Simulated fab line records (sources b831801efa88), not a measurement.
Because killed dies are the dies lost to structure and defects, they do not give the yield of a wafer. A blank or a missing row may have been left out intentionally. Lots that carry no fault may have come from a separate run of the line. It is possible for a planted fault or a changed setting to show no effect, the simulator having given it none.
Which tool did it? :: flow gf180mcu :: Sampling: 11 lots, 33 wafers, 4 of 602 route steps

## WHAT THE GAUGES SHOWED, per wafer
GF_V4_THK_MEAS_03.
lot: L208
measured: day 23 05:46
on: film_metro-03
V4_CVD_02_THK (nm): 842 845 851

lot: L209
measured: day 23 17:19
on: film_metro-02
V4_CVD_02_THK (nm): 832 849 862

lot: L210
measured: day 24 04:25
on: film_metro-03
V4_CVD_02_THK (nm): 852 840 863

lot: L217
measured: day 26 15:08
on: film_metro-04
V4_CVD_02_THK (nm): 845 845 1207

lot: L221
measured: day 28 01:48
on: film_metro-02
V4_CVD_02_THK (nm): 852 837 848

lot: L225
measured: day 29 04:14
on: film_metro-04
V4_CVD_02_THK (nm): 861 861 856

lot: L226
measured: day 29 04:58
on: film_metro-02
V4_CVD_02_THK (nm): 845 838 843

lot: L227
measured: day 29 22:20
on: film_metro-04
V4_CVD_02_THK (nm): 835 850 846

lot: L228
measured: day 30 01:24
on: film_metro-03
V4_CVD_02_THK (nm): 844 855 857

lot: L230
measured: day 30 05:40
on: film_metro-04
V4_CVD_02_THK (nm): 854 852 858

lot: L231
measured: day 30 16:22
on: film_metro-04
V4_CVD_02_THK (nm): 858 858 869

## EACH LOT AND THE TOOL THAT RAN IT (in order: tool; ch and the chambers of the sampled wafers; start)
lot: L208
GF_M2_SPUTTER_04: pvd_sputter-03, day 17 23:25
GF_M2_STRIP_17: plasma_asher-01 ch 0,1, day 18 23:49
GF_V4_CVD_02: pecvd-04 ch 0,2, day 23 05:41

lot: L209
GF_M2_SPUTTER_04: pvd_sputter-04, day 18 10:33
GF_M2_STRIP_17: plasma_asher-04 ch 0,1, day 19 10:53
GF_V4_CVD_02: pecvd-02 ch 0,1,2, day 23 17:13

lot: L210
GF_M2_SPUTTER_04: pvd_sputter-01, day 18 23:22
GF_M2_STRIP_17: plasma_asher-01 ch 0,1, day 19 23:57
GF_V4_CVD_02: pecvd-03 ch 1,2, day 24 04:21

lot: L217
GF_M2_SPUTTER_04: pvd_sputter-04, day 21 17:38
GF_M2_STRIP_17: plasma_asher-04 ch 0, day 22 17:22
GF_V4_CVD_02: pecvd-03 ch 0,1,2, day 26 15:04

lot: L221
GF_M2_SPUTTER_04: pvd_sputter-04, day 23 09:06
GF_M2_STRIP_17: plasma_asher-03 ch 0,1, day 24 07:34
GF_V4_CVD_02: pecvd-04 ch 1,2, day 28 01:44

lot: L225
GF_M2_SPUTTER_04: pvd_sputter-01, day 24 13:38
GF_M2_STRIP_17: plasma_asher-03 ch 0,1, day 25 11:17
GF_V4_CVD_02: pecvd-03 ch 0,1,2, day 29 04:10

lot: L226
GF_M2_SPUTTER_04: pvd_sputter-03, day 24 16:09
GF_M2_STRIP_17: plasma_asher-01 ch 0,1, day 25 13:38
GF_V4_CVD_02: pecvd-02 ch 0,1,2, day 29 04:55

lot: L227
GF_M2_SPUTTER_04: pvd_sputter-04, day 25 11:43
GF_M2_STRIP_17: plasma_asher-01 ch 0,1, day 26 08:52
GF_V4_CVD_02: pecvd-02 ch 0,1,2, day 29 22:16

lot: L228
GF_M2_SPUTTER_04: pvd_sputter-01, day 25 14:50
GF_M2_STRIP_17: plasma_asher-04 ch 0,1, day 26 12:10
GF_V4_CVD_02: pecvd-03 ch 1, day 30 01:17

lot: L230
GF_M2_SPUTTER_04: pvd_sputter-03, day 25 19:34
GF_M2_STRIP_17: plasma_asher-03 ch 0,1, day 26 16:47
GF_V4_CVD_02: pecvd-04 ch 1,2, day 30 05:35

lot: L231
GF_M2_SPUTTER_04: pvd_sputter-01, day 26 08:59
GF_M2_STRIP_17: plasma_asher-04 ch 0,1, day 27 05:38
GF_V4_CVD_02: pecvd-04 ch 0,1,2, day 30 16:17
- GF_M2_SPUTTER_04: material TiN, target thk 50 nm, time 41.7 s.
- GF_M2_STRIP_17: strips in O2/N2.
- GF_V4_CVD_02: deposits SiO2 from TEOS, target thk 850 nm, time 94.851 s.

## WHAT THE TOOLS THEMSELVES READ (means of the sampled wafers that have a number; where no wafer has one, the mark that the record gives instead)
GF_M2_SPUTTER_04.
lot: L208
tool: pvd_sputter-03
throttle_valve_pct (%): 30.2

lot: L209
tool: pvd_sputter-04
throttle_valve_pct (%): 30.0

lot: L210
tool: pvd_sputter-01
throttle_valve_pct (%): 30.4

lot: L217
tool: pvd_sputter-04
throttle_valve_pct (%): 30.0

lot: L221
tool: pvd_sputter-04
throttle_valve_pct (%): 30.1

lot: L225
tool: pvd_sputter-01
throttle_valve_pct (%): 30.4

lot: L226
tool: pvd_sputter-03
throttle_valve_pct (%): 30.3

lot: L227
tool: pvd_sputter-04
throttle_valve_pct (%): 30.5

lot: L228
tool: pvd_sputter-01
throttle_valve_pct (%): 29.9

lot: L230
tool: pvd_sputter-03
throttle_valve_pct (%): 30.9

lot: L231
tool: pvd_sputter-01
throttle_valve_pct (%): 30.0

GF_M2_STRIP_17.
lot: L208
tool: plasma_asher-01
drypump_motor_current_A (A): 5.4
heater_power_w (W): 278
oes_product_au (a.u.): 0.539
strip_time_to_endpoint_s (s): 7.37

lot: L209
tool: plasma_asher-04
drypump_motor_current_A (A): 5.8
heater_power_w (W): 290
oes_product_au (a.u.): 0.536
strip_time_to_endpoint_s (s): 7.36

lot: L210
tool: plasma_asher-01
drypump_motor_current_A (A): 5.1
heater_power_w (W): 284
oes_product_au (a.u.): 0.538
strip_time_to_endpoint_s (s): 7.36

lot: L217
tool: plasma_asher-04
drypump_motor_current_A (A): 6.5
heater_power_w (W): 302
oes_product_au (a.u.): 0.539
strip_time_to_endpoint_s (s): 7.39

lot: L221
tool: plasma_asher-03
drypump_motor_current_A (A): 6.3
heater_power_w (W): 369
oes_product_au (a.u.): 0.540
strip_time_to_endpoint_s (s): 7.37

lot: L225
tool: plasma_asher-03
drypump_motor_current_A (A): 6.3
heater_power_w (W): 372
oes_product_au (a.u.): 0.538
strip_time_to_endpoint_s (s): 7.39

lot: L226
tool: plasma_asher-01
drypump_motor_current_A (A): 5.3
heater_power_w (W): 277
oes_product_au (a.u.): 0.540
strip_time_to_endpoint_s (s): 7.42

lot: L227
tool: plasma_asher-01
drypump_motor_current_A (A): 5.4
heater_power_w (W): 280
oes_product_au (a.u.): 0.538
strip_time_to_endpoint_s (s): 7.43

lot: L228
tool: plasma_asher-04
drypump_motor_current_A (A): 6.1
heater_power_w (W): 299
oes_product_au (a.u.): 0.542
strip_time_to_endpoint_s (s): 7.42

lot: L230
tool: plasma_asher-03
drypump_motor_current_A (A): 6.2
heater_power_w (W): 409
oes_product_au (a.u.): 0.535
strip_time_to_endpoint_s (s): 7.38

lot: L231
tool: plasma_asher-04
drypump_motor_current_A (A): 5.8
heater_power_w (W): 286
oes_product_au (a.u.): 0.540
strip_time_to_endpoint_s (s): 7.31

GF_V4_CVD_02.
lot: L208
tool: pecvd-04
heater_power_w (W): 618
rf_fwd_power_W (W): 597.0

lot: L209
tool: pecvd-02
heater_power_w (W): 591
rf_fwd_power_W (W): 597.5

lot: L210
tool: pecvd-03
heater_power_w (W): 768
rf_fwd_power_W (W): 592.4

lot: L217
tool: pecvd-03
heater_power_w (W): 770
rf_fwd_power_W (W): 596.5

lot: L221
tool: pecvd-04
heater_power_w (W): 744
rf_fwd_power_W (W): 597.3

lot: L225
tool: pecvd-03
heater_power_w (W): 815
rf_fwd_power_W (W): 597.6

lot: L226
tool: pecvd-02
heater_power_w (W): 674
rf_fwd_power_W (W): 595.7

lot: L227
tool: pecvd-02
heater_power_w (W): 629
rf_fwd_power_W (W): 596.4

lot: L228
tool: pecvd-03
heater_power_w (W): 913
rf_fwd_power_W (W): 598.1

lot: L230
tool: pecvd-04
heater_power_w (W): 686
rf_fwd_power_W (W): 596.4

lot: L231
tool: pecvd-04
heater_power_w (W): 700
rf_fwd_power_W (W): 597.6

## THE ANSWER, worked out from the rows above alone
Rule: usual is defined by the lots themselves. The widest of any qualifying gaps counts: lots, ordered by their means at a reading, are off when they make up no more than a third of the lots, leave a main group of 4 or more, and stand apart from it by 3 or more times the standard deviation of that group's means. Not used: any main group whose means are identical at the precision the tables above print for the reading. A lot without any number at a reading at which 4 lots or more have one is off too. Any other lot the step has rows for is counted as sound. Order of review: gauges by route order, followed by the tools' own readings, for which a lot's mean as printed above is used. The first step at which some lot is off is used, and at that step the reading that is off furthest; a lot without a number counts as furthest.
Off: L217, at GF_V4_THK_MEAS_03 (V4_CVD_02_THK). For the main group the mean is 850 nm and the standard deviation 6.3.
If a tool, at a process step before that reading, ran all the lots that are off and no sound lot after the first of them, it fits. The gauges at GF_V4_THK_MEAS_03 are tried like those tools. None of those tried fits.

## WHAT THE SIMULATOR HAD PUT IN
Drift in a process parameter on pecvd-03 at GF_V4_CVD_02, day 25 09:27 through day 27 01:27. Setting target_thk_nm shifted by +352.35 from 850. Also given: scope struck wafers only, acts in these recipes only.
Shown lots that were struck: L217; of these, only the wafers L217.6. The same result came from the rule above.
